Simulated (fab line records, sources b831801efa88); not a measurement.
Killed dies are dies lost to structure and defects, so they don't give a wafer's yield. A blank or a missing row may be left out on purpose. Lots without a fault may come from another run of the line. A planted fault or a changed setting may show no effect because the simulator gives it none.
Which tool did it? | flow gf180mcu | 11 lots, 33 wafers sampled, at 3 steps of a route of 602

WHAT THE GAUGES READ, wafer by wafer
GF_M4_RS_MEAS_05: measures by four-point-probe.
lot  | measured     | on            | M4_ALCU_RS (ohm/sq)
L579 | day 22 13:20 | film_metro-03 | 0.0704 0.0699 0.0702
L581 | day 23 13:04 | film_metro-02 | 0.0698 0.0692 0.0693
L582 | day 23 23:28 | film_metro-02 | 0.0696 0.0694 0.0693
L583 | day 24 04:38 | film_metro-02 | 0.0694 0.0702 0.0706
L589 | day 26 14:02 | film_metro-02 | 0.0699 0.0698 0.0362
L594 | day 27 21:53 | film_metro-03 | 0.0689 0.0690 0.0690
L596 | day 28 08:46 | film_metro-02 | 0.0695 0.0697 0.0691
L597 | day 28 17:13 | film_metro-01 | 0.0696 0.0694 0.0696
L598 | day 28 21:40 | film_metro-01 | 0.0699 0.0697 0.0700
L600 | day 29 13:00 | film_metro-01 | 0.0691 0.0695 0.0696
L602 | day 29 21:09 | film_metro-03 | 0.0687 0.0683 0.0690

WHICH TOOL RAN EACH LOT (tool, then ch and the chambers of the sampled wafers, then the start)
lot  | GF_V2_SPUTTER_21             | GF_M4_SPUTTER_02
L579 | pvd_sputter-01, day 20 08:55 | pvd_sputter-03, day 22 13:12
L581 | pvd_sputter-03, day 21 10:23 | pvd_sputter-03, day 23 12:56
L582 | pvd_sputter-03, day 21 20:55 | pvd_sputter-03, day 23 23:21
L583 | pvd_sputter-02, day 22 03:19 | pvd_sputter-02, day 24 04:31
L589 | pvd_sputter-03, day 24 15:44 | pvd_sputter-02, day 26 13:55
L594 | pvd_sputter-01, day 26 00:33 | pvd_sputter-03, day 27 21:46
L596 | pvd_sputter-02, day 26 12:13 | pvd_sputter-04, day 28 08:40
L597 | pvd_sputter-03, day 26 21:24 | pvd_sputter-03, day 28 17:07
L598 | pvd_sputter-02, day 26 23:56 | pvd_sputter-04, day 28 21:34
L600 | pvd_sputter-03, day 27 17:50 | pvd_sputter-03, day 29 12:55
L602 | pvd_sputter-02, day 28 03:17 | pvd_sputter-03, day 29 21:04
- GF_V2_SPUTTER_21: material Ti, target thk 15 nm, time 80.02 s.
- GF_M4_SPUTTER_02: material AlCu, target thk 450 nm, time 23.9 s.

THE ANSWER, worked out from the rows above alone
Rule: what is usual is taken from the lots themselves. Put in order of their means at a reading, lots are off if they are a third of the lots or fewer, leave a main group of 4 or more, and stand apart from it by a gap of 3 or more times the standard deviation of the main group's means; of several such gaps the widest counts. A main group whose means are all the same, to the digits that the tables above print for the reading, isn't used. A lot without any number at a reading at which 4 lots or more have one is off too. The other lots that the step has rows for count as sound.
Off: L589, at GF_M4_RS_MEAS_05 (M4_ALCU_RS). The main group: mean 0.0695 ohm/sq, standard deviation 0.00044.
A tool fits if, at a process step before that reading, it ran every lot that is off, and no sound lot after the first of them. The gauges at GF_M4_RS_MEAS_05 are tried like those tools. One fits: pvd_sputter-02 at GF_M4_SPUTTER_02. Its last sound lot is L583 (day 24 04:31), its first lot that is off L589 (day 26 13:55): a fault that began between those two fits.

WHAT THE SIMULATOR HAD PUT IN
Process parameter drift: pvd_sputter-02, from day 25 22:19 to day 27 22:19, at GF_M4_SPUTTER_02. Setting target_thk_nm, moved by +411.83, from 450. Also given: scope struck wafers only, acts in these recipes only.
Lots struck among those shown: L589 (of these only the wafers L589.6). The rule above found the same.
